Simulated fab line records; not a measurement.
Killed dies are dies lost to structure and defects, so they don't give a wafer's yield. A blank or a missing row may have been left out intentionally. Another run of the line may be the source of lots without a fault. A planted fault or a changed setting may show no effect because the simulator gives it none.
Which tool did it? :: flow sky130 :: 39 wafers from 13 lots sampled at 2 of the route's 708 steps

== WHAT THE GAUGES SHOWED, per wafer ==
SKY_METAL2_THK_MEAS_06: measures by xrf. Usual: METAL2_ALCU_THK 251.4 nm, standard deviation 2.3.
lot: L272
measured: day 34 18:41
on: film metro-03
METAL2_ALCU_THK (nm): 251.4 251.3 251.8
flag: 

lot: L273
measured: day 35 02:19
on: film metro-01
METAL2_ALCU_THK (nm): 254.5 250.4 254.5
flag: 

lot: L274
measured: day 35 12:47
on: film metro-04
METAL2_ALCU_THK (nm): 252.7 247.2 248.2
flag: 

lot: L281
measured: day 37 17:58
on: film metro-04
METAL2_ALCU_THK (nm): 250.8 251.0 260.0
flag: 

lot: L285
measured: day 38 19:25
on: film metro-01
METAL2_ALCU_THK (nm): 252.7 250.5 252.5
flag: 

lot: L286
measured: day 39 01:45
on: film metro-04
METAL2_ALCU_THK (nm): 251.9 256.7 254.9
flag: 

lot: L288
measured: day 39 16:00
on: film metro-04
METAL2_ALCU_THK (nm): 250.4 252.2 252.0
flag: 

lot: L290
measured: day 41 12:38
on: film metro-03
METAL2_ALCU_THK (nm): 251.5 251.7 250.3
flag: 

lot: L291
measured: day 40 13:56
on: film metro-01
METAL2_ALCU_THK (nm): 250.9 248.9 249.2
flag: 

lot: L293
measured: day 41 03:59
on: film metro-04
METAL2_ALCU_THK (nm): 249.6 250.9 254.5
flag: 

lot: L292
measured: day 41 09:17
on: film metro-01
METAL2_ALCU_THK (nm): 251.4 250.4 248.7
flag: 

lot: L294
measured: day 41 10:52
on: film metro-04
METAL2_ALCU_THK (nm): 253.5 254.4 251.6
flag: 

lot: L295
measured: day 41 17:57
on: film metro-04
METAL2_ALCU_THK (nm): 253.3 250.5 252.5
flag: 

== EACH LOT AND THE TOOL THAT RAN IT (in order: tool; ch and the chambers of the sampled wafers; start) ==
lot: L272
SKY_METAL2_SPUTTER_04: pvd sputter-02, day 34 18:30

lot: L273
SKY_METAL2_SPUTTER_04: pvd sputter-04, day 35 02:08

lot: L274
SKY_METAL2_SPUTTER_04: pvd sputter-04, day 35 12:37

lot: L281
SKY_METAL2_SPUTTER_04: pvd sputter-04, day 37 17:47

lot: L285
SKY_METAL2_SPUTTER_04: pvd sputter-02, day 38 19:14

lot: L286
SKY_METAL2_SPUTTER_04: pvd sputter-02, day 39 01:35

lot: L288
SKY_METAL2_SPUTTER_04: pvd sputter-02, day 39 15:50

lot: L290
SKY_METAL2_SPUTTER_04: pvd sputter-04, day 40 06:23

lot: L291
SKY_METAL2_SPUTTER_04: pvd sputter-02, day 40 13:44

lot: L293
SKY_METAL2_SPUTTER_04: pvd sputter-01, day 41 03:49

lot: L292
SKY_METAL2_SPUTTER_04: pvd sputter-02, day 41 09:07

lot: L294
SKY_METAL2_SPUTTER_04: pvd sputter-02, day 41 10:41

lot: L295
SKY_METAL2_SPUTTER_04: pvd sputter-02, day 41 17:46
- SKY_METAL2_SPUTTER_04: material TiN, target thk 70 nm, time 58.3 s.

== WHAT THE TOOLS THEMSELVES READ (means of the sampled wafers that have a number; where no wafer has one, the mark that the record gives instead) ==
SKY_METAL2_SPUTTER_04. Usual: 29.8 % for throttle valve pct, sd 1.
lot: L272
tool: pvd sputter-02
throttle valve pct (%): 29.6
flag: 

lot: L273
tool: pvd sputter-04
throttle valve pct (%): 30.3
flag: 

lot: L274
tool: pvd sputter-04
throttle valve pct (%): 30.2
flag: 

lot: L281
tool: pvd sputter-04
throttle valve pct (%): 30.7
flag: 

lot: L285
tool: pvd sputter-02
throttle valve pct (%): 29.6
flag: 

lot: L286
tool: pvd sputter-02
throttle valve pct (%): 29.3
flag: 

lot: L288
tool: pvd sputter-02
throttle valve pct (%): 29.4
flag: 

lot: L290
tool: pvd sputter-04
throttle valve pct (%): 30.2
flag: 

lot: L291
tool: pvd sputter-02
throttle valve pct (%): 30.0
flag: 

lot: L293
tool: pvd sputter-01
throttle valve pct (%): 30.0
flag: 

lot: L292
tool: pvd sputter-02
throttle valve pct (%): 29.3
flag: 

lot: L294
tool: pvd sputter-02
throttle valve pct (%): 28.6
flag: 

lot: L295
tool: pvd sputter-02
throttle valve pct (%): 28.9
flag: 

== THE ANSWER, worked out from the rows above alone ==
Rule: a lot is off if the mean of its wafers that have a number lies more than 3 standard deviations from the usual mean. Also off: a lot with no number at a reading for which 4 or more lots have one. Any other lot the step has rows for is counted as sound. After the gauges, taken in route order, come the tools' own readings; for these a lot's mean is taken, as printed above. The first step at which some lot is off is used, and at that step the reading that is off furthest; a lot without a number counts as furthest.
None of the lots is off at any reading shown; this tells nothing.

== WHAT THE SIMULATOR HAD INSERTED ==
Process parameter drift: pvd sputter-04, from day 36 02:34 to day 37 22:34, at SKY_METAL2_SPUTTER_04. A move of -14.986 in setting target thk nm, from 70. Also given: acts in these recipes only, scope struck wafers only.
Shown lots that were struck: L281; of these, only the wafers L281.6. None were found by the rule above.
